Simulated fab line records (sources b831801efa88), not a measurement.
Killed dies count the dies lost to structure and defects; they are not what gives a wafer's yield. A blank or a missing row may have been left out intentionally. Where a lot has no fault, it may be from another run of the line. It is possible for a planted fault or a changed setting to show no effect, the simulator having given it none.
Which tool was responsible? -- flow sky130 -- 24 lots, 72 wafers sampled, at 6 steps of a route of 708

== WHAT THE GAUGES SHOWED, per wafer ==
SKY_RES_PROTECT_TW_MEAS_08.
lot,measured,on,POLY_GATE_TW
L074,day 15 02:45,filmMetro-02,4064 4077 4066
L075,day 15 12:04,filmMetro-04,4088 4068 4089
L076,day 16 00:57,filmMetro-04,4061 4098 4086
L077,day 16 00:37,filmMetro-03,4002 4037 4030
L078,day 16 18:19,filmMetro-04,4066 4056 4071
L079,day 17 15:07,filmMetro-04,4061 4066 4075
L080,day 17 20:31,filmMetro-03,4042 4043 4028
L081,day 17 20:32,filmMetro-04,4047 4033 4071
L082,day 18 03:25,filmMetro-03,4049 4038 4027
L083,day 18 11:37,filmMetro-04,4071 4083 4049
L084,day 18 22:40,filmMetro-03,4039 4053 4038
L085,day 19 16:20,filmMetro-02,4099 4117 4095
L086,day 20 13:17,filmMetro-02,4053 4057 4050
L087,day 20 03:09,filmMetro-02,4063 4033 4073
L088,day 20 21:16,filmMetro-04,4088 4067 4066
L089,day 21 07:42,filmMetro-04,4101 4074 4088
L090,day 21 07:25,filmMetro-02,4066 4073 4077
L091,day 21 14:28,filmMetro-03,4051 4050 4039
L093,day 22 01:47,filmMetro-04,4054 4031 4044
L092,day 22 02:48,filmMetro-02,4072 4058 4044
L094,day 22 09:25,filmMetro-03,4051 4047 4047
L095,day 22 22:41,filmMetro-02,4073 4039 4054
L096,day 22 22:33,filmMetro-02,4018 4051 4052
L097,day 23 09:07,filmMetro-04,4070 4066 4076

SKY_METAL4_CD_MEAS_13 targets a cd of 300 nm.
lot,measured,on,cdNm (nm)
L074,day 41 20:28,cdSem-01,300.7 300.6 298.8
L075,day 42 00:08,cdSem-01,300.1 299.3 298.8
L076,day 42 19:37,cdSem-02,299.1 297.5 299.5
L077,day 42 18:39,cdSem-02,300.5 300.5 301.5
L078,day 43 03:55,cdSem-02,298.8 300.5 299.5
L079,day 43 23:24,cdSem-01,298.9 297.5 300.1
L080,day 43 23:07,cdSem-01,297.5 298.1 297.7
L081,day 43 23:52,cdSem-02,300.3 299.6 298.1
L082,day 44 06:30,cdSem-01,300.5 300.1 301.3
L083,day 44 17:58,cdSem-02,301.2 300.9 300.6
L084,day 44 21:52,cdSem-02,298.7 298.0 298.8
L085,day 45 05:22,cdSem-02,299.9 297.0 295.9
L086,day 45 21:38,cdSem-01,299.8 301.0 301.6
L087,day 45 18:46,cdSem-02,297.6 298.5 297.7
L088,day 45 23:35,cdSem-01,300.8 301.8 301.6
L089,day 46 18:01,cdSem-01,303.2 303.1 302.9
L090,day 46 16:44,cdSem-01,299.1 299.8 300.0
L091,day 46 18:22,cdSem-01,299.0 297.7 298.9
L093,day 46 23:02,cdSem-02,301.0 301.0 300.9
L092,day 46 23:40,cdSem-01,297.2 297.3 296.6
L094,day 47 01:40,cdSem-01,296.1 296.9 297.9
L095,day 47 15:44,cdSem-01,302.2 301.7 302.2
L096,day 47 14:53,cdSem-01,300.8 301.8 300.2
L097,day 47 19:09,cdSem-02,299.4 299.5 299.0

== EACH LOT AND THE TOOL THAT RAN IT (in order: tool; ch and the chambers of the sampled wafers; start) ==
lot,SKY_FIELD_ISO_STRIP_16,SKY_VT_ADJUST_NCORE_STRIP_10,SKY_CONTACT_ETCH_17,SKY_VIA3_ETCH_14
L074,"plasmaAsher-03 ch 0, day 2 05:08","plasmaAsher-04 ch 0,1, day 8 14:38","rieDiel-02 ch 2,3, day 31 16:21","rieDiel-04 ch 0,2,3, day 39 18:17"
L075,"plasmaAsher-01 ch 0,1, day 2 10:14","plasmaAsher-04 ch 0,1, day 8 22:59","rieDiel-04 ch 0,2,3, day 31 21:25","rieDiel-04 ch 0,2,3, day 39 20:46"
L076,"plasmaAsher-02 ch 0,1, day 2 14:47","plasmaAsher-03 ch 0,1, day 9 03:46","rieDiel-04 ch 2,3, day 32 13:31","rieDiel-02 ch 0,1, day 40 18:00"
L077,"plasmaAsher-01 ch 0,1, day 2 20:53","plasmaAsher-04 ch 0,1, day 9 08:08","rieDiel-01 ch 1,2,3, day 32 13:10","rieDiel-01 ch 0,1,3, day 40 17:53"
L078,"plasmaAsher-02 ch 0,1, day 3 01:49","plasmaAsher-03 ch 0,1, day 9 19:28","rieDiel-04 ch 0,1,2, day 33 07:19","rieDiel-01 ch 0,1,2, day 41 03:17"
L079,"plasmaAsher-01 ch 0,1, day 3 09:49","plasmaAsher-03 ch 0,1, day 10 14:37","rieDiel-04 ch 1,2,3, day 34 01:21","rieDiel-01 ch 0,1,2, day 41 22:35"
L080,"plasmaAsher-03 ch 0,1, day 3 13:46","plasmaAsher-04 ch 0,1, day 10 19:55","rieDiel-01 ch 1,2,3, day 34 04:09","rieDiel-02 ch 0,3, day 41 23:24"
L081,"plasmaAsher-03 ch 0,1, day 3 16:58","plasmaAsher-03 ch 0,1, day 10 18:55","rieDiel-04 ch 2,3, day 34 04:49","rieDiel-04 ch 0,2, day 41 23:56"
L082,"plasmaAsher-03 ch 0,1, day 3 21:14","plasmaAsher-04 ch 0,1, day 10 23:00","rieDiel-02 ch 0,1,3, day 34 14:32","rieDiel-02 ch 0,1,3, day 42 07:17"
L083,"plasmaAsher-02 ch 0, day 4 04:47","plasmaAsher-03 ch 0,1, day 11 05:37","rieDiel-04 ch 0,1,2, day 34 20:11","rieDiel-04 ch 1,3, day 42 19:11"
L084,"plasmaAsher-02 ch 0,1, day 4 12:25","plasmaAsher-04 ch 0,1, day 11 14:11","rieDiel-01 ch 0,1,3, day 35 01:07","rieDiel-02 ch 0,2,3, day 42 22:38"
L085,"plasmaAsher-01 ch 0,1, day 4 17:41","plasmaAsher-02 ch 0,1, day 12 05:13","rieDiel-01 ch 0,1,2, day 35 17:30","rieDiel-01 ch 0,3, day 43 07:01"
L086,"plasmaAsher-01 ch 1, day 4 21:31","plasmaAsher-04 ch 0,1, day 12 16:40","rieDiel-02 ch 0,2,3, day 36 10:37","rieDiel-02 ch 0,1,2, day 43 23:41"
L087,"plasmaAsher-02 ch 0,1, day 5 01:19","plasmaAsher-04 ch 0,1, day 12 15:28","rieDiel-04 ch 1,2, day 36 08:31","rieDiel-01 ch 0,2,3, day 43 21:41"
L088,"plasmaAsher-02 ch 0,1, day 5 06:32","plasmaAsher-03 ch 0, day 13 00:34","rieDiel-02 ch 0,2, day 36 15:22","rieDiel-02 ch 0,2,3, day 44 02:40"
L089,"plasmaAsher-01 ch 0,1, day 5 10:22","plasmaAsher-02 ch 0,1, day 13 08:41","rieDiel-04 ch 1,2,3, day 37 10:43","rieDiel-04 ch 0,1,3, day 44 21:04"
L090,"plasmaAsher-03 ch 0,1, day 5 16:29","plasmaAsher-03 ch 0,1, day 13 12:59","rieDiel-02 ch 1,3, day 37 09:48","rieDiel-04 ch 0,3, day 44 20:07"
L091,"plasmaAsher-03 ch 0,1, day 5 23:28","plasmaAsher-03 ch 0,1, day 13 18:46","rieDiel-01 ch 1,2,3, day 37 12:39","rieDiel-01 ch 0,1, day 44 21:25"
L093,"plasmaAsher-02 ch 0,1, day 6 06:58","plasmaAsher-03 ch 0,1, day 14 04:17","rieDiel-04 ch 1,2, day 37 16:24","rieDiel-01 ch 0,1,3, day 45 02:07"
L092,"plasmaAsher-03 ch 0,1, day 6 07:16","plasmaAsher-03 ch 0,1, day 14 06:32","rieDiel-01 ch 1,3, day 37 17:19","rieDiel-04 ch 1,3, day 45 02:49"
L094,"plasmaAsher-01 ch 0,1, day 6 14:07","plasmaAsher-03 ch 0,1, day 14 12:50","rieDiel-02 ch 0,1,3, day 37 20:37","rieDiel-04 ch 0,1,3, day 45 05:53"
L095,"plasmaAsher-01 ch 0,1, day 6 20:26","plasmaAsher-02 ch 0,1, day 14 22:53","rieDiel-04 ch 0,1,2, day 38 15:33","rieDiel-01 ch 1,2,3, day 45 20:05"
L096,"plasmaAsher-01 ch 0,1, day 7 00:28","plasmaAsher-03 ch 0,1, day 15 00:52","rieDiel-02 ch 1,2, day 38 15:11","rieDiel-04 ch 1,2,3, day 45 20:04"
L097,"plasmaAsher-02 ch 0,1, day 7 04:08","plasmaAsher-02 ch 0,1, day 15 08:07","rieDiel-02 ch 0,1,3, day 38 19:49","rieDiel-01 ch 0,2,3, day 46 00:23"
- SKY_FIELD_ISO_STRIP_16: strips in O2/N2.
- SKY_VT_ADJUST_NCORE_STRIP_10: strips in O2/N2.
- SKY_CONTACT_ETCH_17: etches SiO2 in C4F8/O2/Ar, stops on Si3N4, target depth 340 nm.
- SKY_VIA3_ETCH_14: etches BARC in N2/H2, stops on SiO2, time 45.9 s, target depth 60 nm.

== WHAT THE TOOLS THEMSELVES READ (means of the sampled wafers that have a number; where no wafer has one, the mark that the record gives instead) ==
SKY_FIELD_ISO_STRIP_16.
lot,tool,drypumpMotorCurrentA (A),oesProductAu (a.u.),stripTimeToEndpointS (s)
L074,plasmaAsher-03,6.2,0.374,3.54
L075,plasmaAsher-01,5.1,0.376,3.53
L076,plasmaAsher-02,5.8,0.379,3.53
L077,plasmaAsher-01,5.1,0.376,3.49
L078,plasmaAsher-02,5.8,0.372,3.55
L079,plasmaAsher-01,5.3,0.376,3.54
L080,plasmaAsher-03,6.3,0.374,3.55
L081,plasmaAsher-03,6.2,0.379,3.53
L082,plasmaAsher-03,6.3,0.376,3.53
L083,plasmaAsher-02,5.8,0.381,3.54
L084,plasmaAsher-02,5.8,0.377,3.52
L085,plasmaAsher-01,5.2,0.377,3.49
L086,plasmaAsher-01,5.4,0.373,3.53
L087,plasmaAsher-02,5.8,0.378,3.52
L088,plasmaAsher-02,5.8,0.379,3.55
L089,plasmaAsher-01,5.1,0.380,3.50
L090,plasmaAsher-03,6.3,0.375,3.48
L091,plasmaAsher-03,6.2,0.373,3.54
L093,plasmaAsher-02,5.8,0.374,3.50
L092,plasmaAsher-03,6.2,0.377,3.49
L094,plasmaAsher-01,5.3,0.376,3.54
L095,plasmaAsher-01,5.1,0.382,3.54
L096,plasmaAsher-01,5.1,0.378,3.52
L097,plasmaAsher-02,5.8,0.381,3.51

SKY_VT_ADJUST_NCORE_STRIP_10.
lot,tool,drypumpMotorCurrentA (A),oesProductAu (a.u.),stripTimeToEndpointS (s)
L074,plasmaAsher-04,5.85,0.717,14.14
L075,plasmaAsher-04,5.85,0.711,14.16
L076,plasmaAsher-03,6.22,0.712,14.18
L077,plasmaAsher-04,5.85,0.713,14.21
L078,plasmaAsher-03,6.22,0.715,14.19
L079,plasmaAsher-03,6.22,0.720,14.18
L080,plasmaAsher-04,5.83,0.715,14.24
L081,plasmaAsher-03,6.22,0.716,14.21
L082,plasmaAsher-04,5.83,0.716,14.20
L083,plasmaAsher-03,6.24,0.715,14.17
L084,plasmaAsher-04,5.86,0.717,14.13
L085,plasmaAsher-02,5.81,0.719,14.21
L086,plasmaAsher-04,5.69,0.714,14.22
L087,plasmaAsher-04,5.70,0.712,14.17
L088,plasmaAsher-03,6.14,0.715,14.17
L089,plasmaAsher-02,5.81,0.711,14.16
L090,plasmaAsher-03,6.23,0.719,14.14
L091,plasmaAsher-03,6.19,0.709,14.13
L093,plasmaAsher-03,6.23,0.721,14.24
L092,plasmaAsher-03,6.24,0.717,14.22
L094,plasmaAsher-03,6.26,0.717,14.13
L095,plasmaAsher-02,5.80,0.715,14.15
L096,plasmaAsher-03,6.24,0.713,14.13
L097,plasmaAsher-02,5.78,0.717,14.16

SKY_CONTACT_ETCH_17.
lot,tool,oesProductAu (a.u.)
L074,rieDiel-02,0.889
L075,rieDiel-04,0.898
L076,rieDiel-04,0.896
L077,rieDiel-01,0.892
L078,rieDiel-04,0.890
L079,rieDiel-04,0.896
L080,rieDiel-01,0.897
L081,rieDiel-04,0.897
L082,rieDiel-02,0.890
L083,rieDiel-04,0.891
L084,rieDiel-01,0.894
L085,rieDiel-01,0.897
L086,rieDiel-02,0.888
L087,rieDiel-04,0.884
L088,rieDiel-02,0.891
L089,rieDiel-04,0.891
L090,rieDiel-02,0.897
L091,rieDiel-01,0.893
L093,rieDiel-04,0.894
L092,rieDiel-01,0.891
L094,rieDiel-02,0.891
L095,rieDiel-04,0.889
L096,rieDiel-02,0.893
L097,rieDiel-02,0.892

SKY_VIA3_ETCH_14.
lot,tool,drypumpMotorCurrentA (A),oesProductAu (a.u.),throttleValvePct (%)
L074,rieDiel-04,5.99,0.859,13.225
L075,rieDiel-04,6.00,0.850,13.242
L076,rieDiel-02,5.96,0.851,13.226
L077,rieDiel-01,6.11,0.858,13.228
L078,rieDiel-01,6.06,0.846,13.223
L079,rieDiel-01,6.06,0.852,13.219
L080,rieDiel-02,6.02,0.853,13.221
L081,rieDiel-04,5.78,0.853,13.225
L082,rieDiel-02,5.97,0.851,13.231
L083,rieDiel-04,6.16,0.857,13.235
L084,rieDiel-02,6.04,0.848,13.218
L085,rieDiel-01,5.98,0.848,13.225
L086,rieDiel-02,6.00,0.848,13.224
L087,rieDiel-01,5.91,0.848,13.227
L088,rieDiel-02,6.03,0.851,13.229
L089,rieDiel-04,5.94,0.856,13.228
L090,rieDiel-04,5.76,0.852,13.227
L091,rieDiel-01,6.20,0.849,13.223
L093,rieDiel-01,6.14,0.854,13.227
L092,rieDiel-04,6.17,0.854,13.223
L094,rieDiel-04,5.93,0.846,13.225
L095,rieDiel-01,5.98,0.846,13.222
L096,rieDiel-04,6.17,0.848,13.242
L097,rieDiel-01,5.91,0.846,13.214

== THE ANSWER, worked out from the rows above alone ==
Rule: the usual values come from the lots themselves. Put in order of their means at a reading, lots are off if they are a third of the lots or fewer, leave a main group of 4 or more, and stand apart from it by a gap of 3 or more times the standard deviation of the main group's means; of several such gaps the widest counts. The tables above print the reading to a certain number of digits; a main group whose means all agree to those digits is not used. Also off: a lot with no number at a reading for which 4 or more lots have one. All remaining lots with rows at the step are treated as sound. The gauges are gone through in route order, then the tools' own readings, and for those a lot's mean is taken as printed above. At the first step where some lot is off, the reading lying furthest off is the one used; lots without a number count as furthest.
Across all readings shown, no lot is off: no conclusion can be drawn from this.

== WHAT THE SIMULATOR HAD PUT IN ==
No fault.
